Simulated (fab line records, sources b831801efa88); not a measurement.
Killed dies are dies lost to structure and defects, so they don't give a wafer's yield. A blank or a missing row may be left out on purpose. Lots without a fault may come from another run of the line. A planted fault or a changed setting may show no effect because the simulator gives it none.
A struck lot beside a sound one | flow sky130 | 15 steps out of a route of 708
Sound: wafers L582.1, L582.3, L582.5. Struck: wafers L584.1, L584.4, L584.6. The cause comes at the end.
At each step with rows: each side's tool, then ch and its chambers, then its first start. Under that, the readings that differ: sound wafers | struck wafers | difference of the means | sigmas: that difference in standard deviations of wafers without a fault.
alike: readings whose means differ by less than 2 such deviations, and words and numbers that are the same on both sides. not compared: withheld readings, readings that some wafer has no value for, bounds like >300 that may hide the same value, and numbers for which the record gives no deviation and whose values overlap.
The two part at a step that has a row with sigmas, a row that says differs or no value, or rows on one side only. Numbers that don't overlap but have no deviation are shown without sigmas and don't part them. A reading that every wafer of one side lacks parts them only if that side has two wafers or more.

first, 7 steps without rows for these wafers: SKY_LDD_LDN_DEHYDRATE_00 (time 60 s); SKY_LDD_LDN_HMDS_01 (prime time 60 s); SKY_LDD_LDN_COAT_02 (resist thk 1140 nm); SKY_LDD_LDN_SOFTBAKE_03 (time 60 s); SKY_LDD_LDN_EXPOSE_04 (exposes mask LDNTM, target cd 700 nm); SKY_LDD_LDN_PEB_05; SKY_LDD_LDN_DEVELOP_06 (develop time 60 s).
SKY_LDD_LDN_OVL_MEAS_07:
  sound on overlay-02, day 27 13:47; struck on overlay-01, day 28 02:55
  alike: LDD_LDN_OVL
then, 4 steps without rows for these wafers: SKY_LDD_LDN_IMPLANT_08; SKY_LDD_LDN_IMPLANT_09; SKY_LDD_LDN_IMPLANT_10; SKY_LDD_LDN_IMPLANT_11.
SKY_LDD_LDN_STRIP_12: strips in O2/N2.
  sound on plasma_asher-01 ch 0,1, day 27 14:26; struck on plasma_asher-02 ch 0,1, day 28 03:33
  reading                                      | sound             | struck            | difference                    | sigmas
  oes_product_au (a.u.)                        | 0.719 0.716 0.721 | 0.956 0.955 0.952 | +0.236                        | +50
  strip_time_to_endpoint_s (s)                 | 14.18 14.18 14.16 | - - -             | no value on the struck wafers |
  model.NOVOLAK_of_LDD_LDN_COAT_02.thk_nm (nm) | 0 0 0             | 75.91 75.85 75.81 | +75.86                        |
  alike: drypump_motor_current_A
  not compared: rf_hours_counter_h
SKY_LDD_LDN_TW_MEAS_13:
  sound on film_metro-01, day 27 14:32; struck on film_metro-03, day 28 03:39
  reading    | sound          | struck         | difference | sigmas
  LDD_LDN_TW | 1526 1529 1530 | 1481 1481 1476 | -49        | -2
-- the record jumps here: 21 days lie between the struck wafers' starts before and after (it left off in module LDD_LDN and takes up again in module PAD_OPEN, whose first step shown is number 708 of the route) --
SKY_PAD_OPEN_PROBE_99:
  sound on prober-01, day 48 23:20; struck on prober-01, day 49 10:32
  reading             | sound    | struck      | difference | sigmas
  killed_at_front_end | 13 17 4  | 379 394 381 | +373       | +78
  killed_dies         | 83 82 86 | 461 464 459 | +378       | +41
  killed_on_rim       | 15 8 14  | 80 76 76    | +65        | +16
  alike: killed_at_M0_to_M3, killed_at_M4_up, killed_at_contacts, killed_at_other, killed_open, killed_short

WHERE THEY PART
First at SKY_LDD_LDN_STRIP_12; last, within this record, at SKY_PAD_OPEN_PROBE_99.

WHY: what the simulator had put in
Strip aborted: plasma_asher-02, from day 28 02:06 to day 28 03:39, at SKY_LDD_LDN_STRIP_12. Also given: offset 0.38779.
